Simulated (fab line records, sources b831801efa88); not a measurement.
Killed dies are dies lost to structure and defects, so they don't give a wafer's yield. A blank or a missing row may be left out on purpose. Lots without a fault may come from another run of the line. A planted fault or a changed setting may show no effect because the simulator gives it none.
A struck lot beside a sound one | flow sky130 | 21 steps out of a route of 708
Sound: wafers L548.1, L548.4, L548.5. Struck: wafers L562.1, L562.5, L562.6. The cause comes at the end.
At each step with rows: each side's tool, then ch and its chambers, then its first start. Under that, the readings that differ: sound wafers | struck wafers | difference of the means | sigmas: that difference in standard deviations of wafers without a fault.
alike: readings whose means differ by less than 2 such deviations, and words and numbers that are the same on both sides. not compared: withheld readings, readings that some wafer has no value for, bounds like >300 that may hide the same value, and numbers for which the record gives no deviation and whose values overlap.
The two part at a step that has a row with sigmas, a row that says differs or no value, or rows on one side only. Numbers that don't overlap but have no deviation are shown without sigmas and don't part them. A reading that every wafer of one side lacks parts them only if that side has two wafers or more.

first, 1 step without rows for these wafers: SKY_GATE_OXIDE_DEVELOP_09 (develop time 60 s).
SKY_GATE_OXIDE_OVL_MEAS_10:
  sound on overlay-01, day 16 17:44; struck on overlay-02, day 21 15:50
  alike: GATE_OXIDE_OVL
then, 2 steps without rows for these wafers: SKY_GATE_OXIDE_IMPLANT_11; SKY_GATE_OXIDE_WET_ETCH_12 (etches SiO2 in dHF, target depth 16.8 nm, time 336 s).
SKY_GATE_OXIDE_STRIP_13: strips in O2/N2.
  sound on plasma_asher-02 ch 1, day 16 18:02; struck on plasma_asher-02 ch 0,1, day 21 16:08
  alike: drypump_motor_current_A, oes_product_au, strip_time_to_endpoint_s
  not compared: rf_hours_counter_h
SKY_GATE_OXIDE_TW_MEAS_14:
  sound on film_metro-02, day 16 18:08; struck on film_metro-01, day 21 16:14
  alike: GATE_OXIDE_TW
then, 3 steps without rows for these wafers: SKY_GATE_OXIDE_CLEAN_15 (cleans in SC1/SC2, time 150 s); SKY_GATE_OXIDE_OXIDATION_16 (stabilise 600 s, purge 300 s, target thk 3.57 nm); SKY_POLY_GATE_CVD_00 (deposits poly-Si, target thk 180 nm, time 720 s).
SKY_POLY_GATE_THK_MEAS_01:
  sound on film_metro-01, day 16 22:45; struck on film_metro-03, day 21 19:41
  reading                   | sound             | struck            | difference | sigmas
  POLY_GATE_CVD_00_THK (nm) | 182.7 182.6 181.6 | 178.0 178.4 179.2 | -3.8       | -3
then, 2 steps without rows for these wafers: SKY_RES_PROTECT_DEHYDRATE_00 (time 60 s); SKY_RES_PROTECT_HMDS_01 (prime time 60 s).
SKY_RES_PROTECT_COAT_02: resist thk 1140 nm.
  sound on litho_track-01 ch 0, day 17 13:29; struck on litho_track-02 ch 0, day 22 11:25
  reading                                          | sound          | struck            | difference | sigmas
  model.NOVOLAK_of_RES_PROTECT_COAT_02.thk_nm (nm) | 1141 1139 1136 | 492.5 494.3 492.9 | -645.4     |
then, 3 steps without rows for these wafers: SKY_RES_PROTECT_SOFTBAKE_03 (time 60 s); SKY_RES_PROTECT_EXPOSE_04 (exposes mask RPM, target cd 1270 nm); SKY_RES_PROTECT_PEB_05.
SKY_RES_PROTECT_DEVELOP_06: develop time 60 s.
  sound on litho_track-02 ch 0, day 18 02:52; struck on litho_track-02 ch 0, day 23 02:43
  reading                                          | sound          | struck            | difference | sigmas
  model.NOVOLAK_of_RES_PROTECT_COAT_02.thk_nm (nm) | 1140 1139 1135 | 492.1 493.9 492.4 | -645.2     |
then, 1 step without rows for these wafers: SKY_POLY_GATE_IMPLANT_02.
SKY_RES_PROTECT_STRIP_07: strips in O2/N2.
  sound on plasma_asher-04 ch 0,1, day 18 03:10; struck on plasma_asher-01 ch 0,1, day 23 03:01
  reading                      | sound             | struck            | difference | sigmas
  oes_product_au (a.u.)        | 0.523 0.513 0.511 | 0.416 0.425 0.429 | -0.092     | -19
  strip_time_to_endpoint_s (s) | 23.28 23.27 23.22 | 15.92 15.93 15.90 | -7.34      | -99 or more
  alike: drypump_motor_current_A
  not compared: rf_hours_counter_h
SKY_RES_PROTECT_TW_MEAS_08:
  sound on film_metro-02, day 18 03:16; struck on film_metro-02, day 23 03:07
  alike: POLY_GATE_TW
-- the record jumps here: 28 days lie between the struck wafers' starts before and after (it left off in module RES_PROTECT and takes up again in module PAD_OPEN, whose first step shown is number 708 of the route) --
SKY_PAD_OPEN_PROBE_99:
  sound on prober-02, day 48 05:47; struck on prober-02, day 50 21:29
  alike: killed_at_M0_to_M3, killed_at_M4_up, killed_at_contacts, killed_at_front_end, killed_at_other, killed_dies, killed_open, killed_short

WHERE THEY PART
First at SKY_POLY_GATE_THK_MEAS_01; last, within this record, at SKY_RES_PROTECT_STRIP_07. Later steps at which nothing parts them and some readings are alike: SKY_RES_PROTECT_TW_MEAS_08, SKY_PAD_OPEN_PROBE_99.

WHY: what the simulator had put in
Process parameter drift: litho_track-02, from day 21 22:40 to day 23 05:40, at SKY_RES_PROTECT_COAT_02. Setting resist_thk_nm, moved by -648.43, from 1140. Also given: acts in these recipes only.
